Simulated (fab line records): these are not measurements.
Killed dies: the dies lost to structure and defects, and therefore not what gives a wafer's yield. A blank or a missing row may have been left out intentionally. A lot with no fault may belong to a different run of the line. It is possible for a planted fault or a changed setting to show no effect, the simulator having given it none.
Which tool is to blame?    flow sky130    Sampling: 24 lots, 72 wafers, 6 of 708 route steps

== WHAT THE GAUGES SHOWED, per wafer ==
SKY_LDD_N_OVL_MEAS_07. Usual: LDD_N_OVL gives 0.6 nm (standard deviation 1.4).
lot   measured      on          LDD_N_OVL (nm)  flag
L074  day 17 23:50  overlay-02  -1.1 -1.5 -2.4  
L075  day 18 10:45  overlay-02  -1.6 -0.1 -1.2  
L076  day 18 22:51  overlay-02  0.7 1.3 2.4     
L078  day 19 08:00  overlay-02  2.4 2.5 0.8     
L077  day 19 08:45  overlay-01  1.4 1.0 -0.4    
L079  day 19 19:45  overlay-02  0.1 1.0 1.2     
L080  day 19 23:12  overlay-01  3.6 1.3 2.2     
L081  day 20 11:01  overlay-02  1.5 1.7 1.5     
L082  day 20 13:13  overlay-01  -1.2 0.3 -0.5   
L083  day 21 04:09  overlay-01  2.0 0.7 -0.2    
L084  day 21 21:13  overlay-01  -1.5 -0.2 1.3   
L085  day 22 03:43  overlay-01  -0.8 -0.6 -1.0  
L086  day 22 08:03  overlay-02  0.5 0.0 -0.8    
L087  day 23 01:50  overlay-02  1.5 1.3 -0.3    
L088  day 23 05:04  overlay-01  1.0 1.0 0.8     
L089  day 23 08:01  overlay-02  -0.7 2.0 0.4    
L090  day 24 02:24  overlay-02  1.0 1.1 2.6     
L091  day 24 05:27  overlay-01  -0.4 2.8 0.6    
L093  day 24 19:05  overlay-01  1.0 3.0 -0.2    
L092  day 24 21:18  overlay-02  1.4 0.6 1.6     
L094  day 25 00:10  overlay-01  0.6 -1.6 -2.2   
L095  day 25 02:55  overlay-01  0.0 1.8 1.2     
L096  day 25 16:13  overlay-01  -0.5 0.6 -0.1   
L097  day 25 23:14  overlay-02  -0.4 -1.1 -2.1  

SKY_METAL4_CD_MEAS_13 targets a cd of 300 nm. Usual: 299.3 nm for cd_nm, sd 1.6.
lot   measured      on         cd_nm (nm)         flag
L074  day 41 22:49  cd_sem-01  302.3 301.4 302.7  
L075  day 42 06:28  cd_sem-01  299.1 298.8 299.8  
L076  day 42 11:13  cd_sem-01  300.6 300.6 301.5  
L078  day 42 22:43  cd_sem-02  296.7 299.2 296.9  
L077  day 43 00:40  cd_sem-02  297.6 296.6 298.8  
L079  day 43 09:07  cd_sem-02  301.2 300.1 301.1  
L080  day 43 08:28  cd_sem-02  299.9 299.4 298.4  
L081  day 43 17:56  cd_sem-02  299.1 298.5 300.4  
L082  day 43 23:20  cd_sem-02  299.4 301.0 299.2  
L083  day 44 06:52  cd_sem-01  299.5 301.1 299.8  
L084  day 44 17:56  cd_sem-01  297.1 296.3 295.6  
L085  day 45 00:49  cd_sem-01  299.2 298.4 299.0  
L086  day 45 07:31  cd_sem-01  299.2 299.7 300.8  
L087  day 45 15:46  cd_sem-02  302.5 301.5 301.3  
L088  day 45 17:53  cd_sem-01  298.9 298.5 298.0  
L089  day 45 23:24  cd_sem-01  298.4 296.4 297.9  
L090  day 46 09:06  cd_sem-02  297.2 297.6 296.7  
L091  day 46 13:16  cd_sem-01  299.1 298.0 298.0  
L093  day 47 00:33  cd_sem-01  299.8 299.2 299.9  
L092  day 47 03:16  cd_sem-01  300.6 299.0 298.1  
L094  day 47 04:37  cd_sem-01  300.3 299.6 299.7  
L095  day 47 05:13  cd_sem-01  300.4 300.8 301.3  
L096  day 47 12:41  cd_sem-01  300.6 300.3 300.8  
L097  day 47 19:06  cd_sem-02  297.2 298.3 298.3  

== WHICH TOOL RAN EACH LOT (tool, then ch and the chambers of the sampled wafers, then the start) ==
lot   SKY_CONTACT_ETCH_18                            SKY_METAL1_SPUTTER_02         SKY_VIA2_STRIP_16                     SKY_METAL4_SPUTTER_02
L074  rie_diel-01 ch 0,1, day 32 00:52 or earlier    pvd_sputter-04, day 32 00:52  plasma_asher-04 ch 0, day 36 12:31    pvd_sputter-03, day 39 21:55
L075  rie_diel-03 ch 0,1, day 32 07:00 or earlier    pvd_sputter-02, day 32 07:00  plasma_asher-04 ch 0,1, day 36 20:58  pvd_sputter-02, day 40 05:22
L076  rie_diel-02 ch 0,2,3, day 32 14:56 or earlier  pvd_sputter-04, day 32 14:56  plasma_asher-02 ch 0,1, day 37 04:13  pvd_sputter-01, day 40 11:43
L078  rie_diel-01 ch 2,3, day 33 01:09 or earlier    pvd_sputter-04, day 33 01:09  plasma_asher-01 ch 0,1, day 37 15:47  pvd_sputter-03, day 40 23:16
L077  rie_diel-01 ch 1,2, day 33 03:35 or earlier    pvd_sputter-04, day 33 03:35  plasma_asher-02 ch 0,1, day 37 17:10  pvd_sputter-01, day 41 00:58
L079  rie_diel-03 ch 0,1,2, day 33 11:55 or earlier  pvd_sputter-02, day 33 11:55  plasma_asher-01 ch 0,1, day 38 01:16  pvd_sputter-03, day 41 09:37
L080  rie_diel-01 ch 0,1,3, day 33 11:47 or earlier  pvd_sputter-01, day 33 11:47  plasma_asher-04 ch 0,1, day 38 00:37  pvd_sputter-01, day 41 08:51
L081  rie_diel-01 ch 0,1,3, day 34 00:50 or earlier  pvd_sputter-04, day 34 00:50  plasma_asher-02 ch 0,1, day 38 12:49  pvd_sputter-02, day 41 19:04
L082  rie_diel-01 ch 0,1,3, day 34 03:58 or earlier  pvd_sputter-01, day 34 03:58  plasma_asher-01 ch 0,1, day 38 17:01  pvd_sputter-01, day 42 00:49
L083  rie_diel-02 ch 0,3, day 34 13:59 or earlier    pvd_sputter-04, day 34 13:59  plasma_asher-01 ch 0,1, day 39 02:16  pvd_sputter-02, day 42 08:26
L084  rie_diel-02 ch 2,3, day 35 07:13 or earlier    pvd_sputter-04, day 35 07:13  plasma_asher-01 ch 0,1, day 39 14:55  pvd_sputter-02, day 42 19:26
L085  rie_diel-02 ch 0,1,2, day 35 09:59 or earlier  pvd_sputter-02, day 35 09:59  plasma_asher-04 ch 0,1, day 39 21:49  pvd_sputter-01, day 43 02:35
L086  rie_diel-01 ch 0,2, day 35 18:56 or earlier    pvd_sputter-01, day 35 18:56  plasma_asher-02 ch 0,1, day 40 04:34  pvd_sputter-02, day 43 08:43
L087  rie_diel-03 ch 0,2, day 36 06:33 or earlier    pvd_sputter-02, day 36 06:33  plasma_asher-04 ch 0, day 40 15:01    pvd_sputter-01, day 43 17:57
L088  rie_diel-03 ch 0,2, day 36 10:07 or earlier    pvd_sputter-02, day 36 10:07  plasma_asher-01 ch 0,1, day 40 17:10  pvd_sputter-02, day 43 19:52
L089  rie_diel-03 ch 0,1,2, day 36 12:50 or earlier  pvd_sputter-04, day 36 12:50  plasma_asher-02 ch 0,1, day 40 23:19  pvd_sputter-01, day 44 02:22
L090  rie_diel-02 ch 0,3, day 37 01:14 or earlier    pvd_sputter-04, day 37 01:14  plasma_asher-04 ch 0, day 41 09:10    pvd_sputter-02, day 44 12:22
L091  rie_diel-01 ch 0,1,3, day 37 04:11 or earlier  pvd_sputter-02, day 37 04:11  plasma_asher-01 ch 0,1, day 41 13:52  pvd_sputter-03, day 44 17:11
L093  rie_diel-02 ch 0,2,3, day 37 19:51 or earlier  pvd_sputter-02, day 37 19:51  plasma_asher-02 ch 0,1, day 42 05:58  pvd_sputter-02, day 45 05:44
L092  rie_diel-02 ch 0,1, day 37 22:10 or earlier    pvd_sputter-04, day 37 22:10  plasma_asher-04 ch 0, day 42 06:19    pvd_sputter-01, day 45 07:57
L094  rie_diel-03 ch 0,1, day 37 22:33 or earlier    pvd_sputter-02, day 37 22:33  plasma_asher-01 ch 0,1, day 42 08:10  pvd_sputter-01, day 45 09:48
L095  rie_diel-03 ch 0,1, day 38 01:25 or earlier    pvd_sputter-02, day 38 01:25  plasma_asher-04 ch 0, day 42 08:22    pvd_sputter-03, day 45 10:06
L096  rie_diel-02 ch 1,2,3, day 38 12:30 or earlier  pvd_sputter-01, day 38 12:30  plasma_asher-02 ch 0, day 42 17:40    pvd_sputter-03, day 45 18:19
L097  rie_diel-01 ch 1,2,3, day 38 20:59 or earlier  pvd_sputter-02, day 38 20:59  plasma_asher-01 ch 0,1, day 43 01:55  pvd_sputter-01, day 46 01:49
- SKY_CONTACT_ETCH_18: etches Si3N4 in CHF3/O2, stops on TiN, time 39 s, target depth 75 nm.
- SKY_METAL1_SPUTTER_02: material AlCu, target thk 250 nm, time 13.3 s.
- SKY_VIA2_STRIP_16: strips in O2/N2.
- SKY_METAL4_SPUTTER_02: material AlCu, target thk 735 nm, time 39.1 s.

== AS READ BY THE TOOLS THEMSELVES (means over the sampled wafers that have a number; for cases with no such wafer, the mark the record gives instead) ==
SKY_CONTACT_ETCH_18. Usual: drypump_motor_current_A 5.8 A, standard deviation 0.46; oes_product_au 0.852 a.u., standard deviation 0.0084; throttle_valve_pct 8.793 %, standard deviation 0.0099.
lot   tool         drypump_motor_current_A (A)  oes_product_au (a.u.)  throttle_valve_pct (%)  flag
L074  rie_diel-01  6.2                          0.841                  8.787                   
L075  rie_diel-03  5.7                          0.843                  8.788                   
L076  rie_diel-02  5.8                          0.855                  8.797                   
L078  rie_diel-01  6.0                          0.856                  8.784                   
L077  rie_diel-01  5.6                          0.848                  8.797                   
L079  rie_diel-03  5.9                          0.857                  8.790                   
L080  rie_diel-01  6.2                          0.847                  8.790                   
L081  rie_diel-01  6.1                          0.858                  8.788                   
L082  rie_diel-01  6.1                          0.847                  8.792                   
L083  rie_diel-02  5.5                          0.859                  8.796                   
L084  rie_diel-02  5.5                          0.853                  8.790                   
L085  rie_diel-02  5.9                          0.860                  8.802                   
L086  rie_diel-01  5.5                          0.854                  8.794                   
L087  rie_diel-03  6.2                          0.845                  8.790                   
L088  rie_diel-03  6.1                          0.858                  8.791                   
L089  rie_diel-03  5.8                          0.842                  8.784                   
L090  rie_diel-02  5.9                          0.859                  8.782                   
L091  rie_diel-01  6.2                          0.856                  8.802                   
L093  rie_diel-02  5.8                          0.855                  8.799                   
L092  rie_diel-02  5.9                          0.845                  8.791                   
L094  rie_diel-03  5.5                          0.850                  8.791                   
L095  rie_diel-03  5.7                          0.851                  8.791                   
L096  rie_diel-02  5.6                          0.848                  8.788                   
L097  rie_diel-01  6.0                          0.849                  8.796                   

SKY_METAL1_SPUTTER_02. Usual: 29.8 % for throttle_valve_pct, sd 0.79.
lot   tool            throttle_valve_pct (%)  flag
L074  pvd_sputter-04  30.3                    
L075  pvd_sputter-02  29.5                    
L076  pvd_sputter-04  30.3                    
L078  pvd_sputter-04  30.8                    
L077  pvd_sputter-04  30.4                    
L079  pvd_sputter-02  29.2                    
L080  pvd_sputter-01  30.0                    
L081  pvd_sputter-04  31.0                    
L082  pvd_sputter-01  29.6                    
L083  pvd_sputter-04  30.2                    
L084  pvd_sputter-04  30.4                    
L085  pvd_sputter-02  29.4                    
L086  pvd_sputter-01  29.6                    
L087  pvd_sputter-02  29.2                    
L088  pvd_sputter-02  29.3                    
L089  pvd_sputter-04  30.9                    
L090  pvd_sputter-04  30.8                    
L091  pvd_sputter-02  29.3                    
L093  pvd_sputter-02  29.5                    
L092  pvd_sputter-04  30.8                    
L094  pvd_sputter-02  29.7                    
L095  pvd_sputter-02  29.5                    
L096  pvd_sputter-01  29.8                    
L097  pvd_sputter-02  29.3                    

SKY_VIA2_STRIP_16. Usual: drypump_motor_current_A 6.0 A, standard deviation 0.43; oes_product_au 0.399 a.u., standard deviation 0.0045; strip_time_to_endpoint_s 4.06 s, standard deviation 0.031.
lot   tool             drypump_motor_current_A (A)  oes_product_au (a.u.)  strip_time_to_endpoint_s (s)  flag
L074  plasma_asher-04  6.0                          0.398                  4.05                          
L075  plasma_asher-04  5.8                          0.397                  4.04                          
L076  plasma_asher-02  6.0                          0.394                  4.01                          
L078  plasma_asher-01  6.3                          0.401                  4.04                          
L077  plasma_asher-02  5.9                          0.402                  4.05                          
L079  plasma_asher-01  6.3                          0.398                  4.09                          
L080  plasma_asher-04  5.8                          0.399                  4.07                          
L081  plasma_asher-02  5.9                          0.399                  4.08                          
L082  plasma_asher-01  6.3                          0.402                  4.04                          
L083  plasma_asher-01  6.3                          0.400                  4.06                          
L084  plasma_asher-01  6.5                          0.396                  4.04                          
L085  plasma_asher-04  5.5                          0.397                  4.04                          
L086  plasma_asher-02  5.9                          0.400                  4.09                          
L087  plasma_asher-04  6.0                          0.397                  4.07                          
L088  plasma_asher-01  6.5                          0.404                  4.08                          
L089  plasma_asher-02  5.9                          0.402                  4.05                          
L090  plasma_asher-04  6.0                          0.398                  4.02                          
L091  plasma_asher-01  6.5                          0.400                  4.04                          
L093  plasma_asher-02  5.9                          0.401                  4.10                          
L092  plasma_asher-04  6.0                          0.395                  4.04                          
L094  plasma_asher-01  6.5                          0.403                  4.10                          
L095  plasma_asher-04  6.0                          0.399                  4.07                          
L096  plasma_asher-02  5.8                          0.401                  4.07                          
L097  plasma_asher-01  6.4                          0.398                  4.03                          

SKY_METAL4_SPUTTER_02. Usual: 30.0 % for throttle_valve_pct, sd 0.92.
lot   tool            throttle_valve_pct (%)  flag
L074  pvd_sputter-03  31.1                    
L075  pvd_sputter-02  29.4                    
L076  pvd_sputter-01  30.2                    
L078  pvd_sputter-03  31.4                    
L077  pvd_sputter-01  29.7                    
L079  pvd_sputter-03  31.8                    
L080  pvd_sputter-01  29.7                    
L081  pvd_sputter-02  29.3                    
L082  pvd_sputter-01  29.7                    
L083  pvd_sputter-02  29.3                    
L084  pvd_sputter-02  29.5                    
L085  pvd_sputter-01  30.0                    
L086  pvd_sputter-02  29.2                    
L087  pvd_sputter-01  29.4                    
L088  pvd_sputter-02  29.2                    
L089  pvd_sputter-01  29.8                    
L090  pvd_sputter-02  29.5                    
L091  pvd_sputter-03  31.3                    
L093  pvd_sputter-02  29.1                    
L092  pvd_sputter-01  29.2                    
L094  pvd_sputter-01  29.5                    
L095  pvd_sputter-03  31.3                    
L096  pvd_sputter-03  31.5                    
L097  pvd_sputter-01  29.4                    

== THE ANSWER, worked out from the rows above alone ==
Rule: lot off if the mean of its wafers having a number is beyond 3 standard deviations from the usual mean. Also off: a lot with no number at a reading for which 4 or more lots have one. The other lots that the step has rows for count as sound. After the gauges, taken in route order, come the tools' own readings; for these a lot's mean is taken, as printed above. The first step at which some lot is off is used, and at that step the reading that is off furthest; a lot without a number counts as furthest.
Across all readings shown, no lot is off: no conclusion can be drawn from this.

== WHAT THE SIMULATOR PUT IN ==
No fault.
